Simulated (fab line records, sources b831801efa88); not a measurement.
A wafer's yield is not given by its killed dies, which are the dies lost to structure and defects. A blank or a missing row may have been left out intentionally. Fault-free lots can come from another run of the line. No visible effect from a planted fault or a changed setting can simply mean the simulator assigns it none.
A struck lot beside a sound one    flow sky130    43 out of 708 route steps
Sound: these wafers, L864.1, L864.2, L864.4. The struck wafers were L877.1, L877.4, L877.6. The cause is given at the end.
Each step with rows lists, per side, the tool, then ch with its chambers, then its first start. Under that, the readings that differ: sound wafers    struck wafers    difference of the means    sigmas: that difference in standard deviations of wafers without a fault.
alike: readings whose means differ by less than 2 such deviations, and words and numbers that are the same on both sides. not compared: withheld readings, readings that some wafer has no value for, bounds like >300 that may hide the same value, and numbers for which the record gives no deviation and whose values overlap.
A row with sigmas, a row that says differs or no value, or rows on one side alone: a step with any of these is where the two part. Non-overlapping numbers with no deviation appear without sigmas and do not part them. A reading missing from all wafers of one side parts the sides only when that side holds two or more wafers.

first, 5 steps without rows for these wafers: SKY_FIELD_ISO_WET_ETCH_28 (etches SiO2 in dHF, target depth 23.7 nm, time 47 s); SKY_FIELD_ISO_WET_ETCH_29 (etches Si3N4 in H3PO4, target depth 160 nm, time 1825 s); SKY_FIELD_ISO_WET_ETCH_30 (etches SiO2 in dHF, target depth 25 nm, time 50 s); SKY_NWELL_CLEAN_00 (cleans in SC1/SC2, time 150 s); SKY_NWELL_OXIDATION_01 (stabilise 600 s, purge 300 s, target thk 10 nm).
SKY_NWELL_THK_MEAS_02:
  sound: film-metro-01 at day 2 17:37; struck: film-metro-02 at day 5 14:45
  alike: NWELL_OXIDATION_THK
then, 6 steps without rows for these wafers: SKY_DNWELL_DEHYDRATE_00 (time 60 s); SKY_DNWELL_HMDS_01 (prime time 60 s); SKY_DNWELL_COAT_02 (resist thk 3000 nm); SKY_DNWELL_SOFTBAKE_03; SKY_DNWELL_EXPOSE_04 (exposes mask DNM, target cd 3000 nm); SKY_DNWELL_PEB_05.
SKY_DNWELL_DEVELOP_06: develop time 60 s.
  sound on litho-track-04 ch 0, day 3 08:00; struck on litho-track-02 ch 0, day 6 08:00
reading                 sound              struck             difference  sigmas
chill-plate-temp-C (C)  23.00 22.99 23.15  22.77 22.94 22.79  -0.21       -2
  alike: resist-line-temp-C
after that, 1 step had no rows for these wafers: SKY_DNWELL_IMPLANT_07.
SKY_DNWELL_STRIP_08: strips in O2/N2.
  sound on plasma-asher-02 ch 0,1, day 3 09:01; struck on plasma-asher-02 ch 0,1, day 6 09:05
  alike: drypump-motor-current-A, oes-product-au, strip-time-to-endpoint-s
  not compared: rf-hours-counter-h
SKY_DNWELL_TW_MEAS_09:
  sound: film-metro-01 at day 3 09:07; struck: film-metro-01 at day 6 09:11
  alike: DNWELL_TW
then, 7 steps without rows for these wafers: SKY_PWDE_DEHYDRATE_00 (time 60 s); SKY_PWDE_HMDS_01 (prime time 60 s); SKY_PWDE_COAT_02 (resist thk 3000 nm); SKY_PWDE_SOFTBAKE_03; SKY_PWDE_EXPOSE_04 (exposes mask PWDEM, target cd 840 nm); SKY_PWDE_PEB_05; SKY_PWDE_DEVELOP_06 (develop time 60 s).
SKY_PWDE_OVL_MEAS_07:
  sound: overlay-02 at day 4 01:31; struck: overlay-01 at day 7 04:16
  alike: PWDE_OVL
after that, 1 step had no rows for these wafers: SKY_PWDE_IMPLANT_08.
SKY_PWDE_STRIP_09: strips in O2/N2.
  sound on plasma-asher-02 ch 0,1, day 4 01:42; struck on plasma-asher-02 ch 0,1, day 7 04:26
  alike: drypump-motor-current-A, oes-product-au, strip-time-to-endpoint-s
  not compared: rf-hours-counter-h
SKY_PWDE_TW_MEAS_10:
  sound: film-metro-04 at day 4 01:48; struck: film-metro-02 at day 7 04:32
  alike: PWDE_TW
then, 7 steps without rows for these wafers: SKY_NWELL_DEHYDRATE_03 (time 60 s); SKY_NWELL_HMDS_04 (prime time 60 s); SKY_NWELL_COAT_05 (resist thk 3000 nm); SKY_NWELL_SOFTBAKE_06; SKY_NWELL_EXPOSE_07 (exposes mask NWM, target cd 840 nm); SKY_NWELL_PEB_08; SKY_NWELL_DEVELOP_09 (develop time 60 s).
SKY_NWELL_OVL_MEAS_10:
  sound: overlay-02 at day 4 18:52; struck: overlay-02 at day 8 01:05
  alike: NWELL_00_OVL
then, 3 steps without rows for these wafers: SKY_NWELL_IMPLANT_11; SKY_NWELL_IMPLANT_12; SKY_NWELL_IMPLANT_13.
SKY_NWELL_STRIP_14: strips in O2/N2.
  sound on plasma-asher-04 ch 0,1, day 4 19:21; struck on plasma-asher-04 ch 0,1, day 8 01:34
reading                       sound              struck             difference  sigmas
strip-time-to-endpoint-s (s)  36.63 36.76 36.73  37.07 37.11 37.07  +0.38       +3
  alike: drypump-motor-current-A, oes-product-au
  not compared: rf-hours-counter-h
SKY_NWELL_TW_MEAS_15:
  sound: film-metro-04 at day 4 19:27; struck: film-metro-02 at day 8 01:40
  alike: NWELL_TW
then, 2 steps without rows for these wafers: SKY_NWELL_DEHYDRATE_16 (time 60 s); SKY_NWELL_HMDS_17 (prime time 60 s).
-- the record jumps here: 41 days lie between the struck wafers' starts before and after (it left off in module NWELL and takes up again in module PAD_OPEN, whose first step shown is number 708 of the route) --
SKY_PAD_OPEN_PROBE_99:
  sound: prober-02 at day 45 23:37; struck: prober-02 at day 49 05:43
reading              sound     struck                                                                difference                    sigmas
hold                 - - -     await-dispo/4.7h/scrap await-dispo/4.7h/scrap await-dispo/4.7h/scrap  no value on the sound wafers  
killed-at-front-end  9 12 14   396 431 434                                                           +409                          +97
killed-dies          88 95 92  492 492 492                                                           +400                          +43
killed-on-rim        15 16 17  96 96 96                                                              +80                           +24
  alike: killed_at_M0_to_M3, killed_at_M4_up, killed-at-contacts, killed-at-other, killed-open, killed-short

== WHERE THEY PART ==
First at SKY_DNWELL_DEVELOP_06; last, within this record, at SKY_PAD_OPEN_PROBE_99.

WHY: what the simulator had put in
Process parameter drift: litho-track-02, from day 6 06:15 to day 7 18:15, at SKY_DNWELL_DEVELOP_06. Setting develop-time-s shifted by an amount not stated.
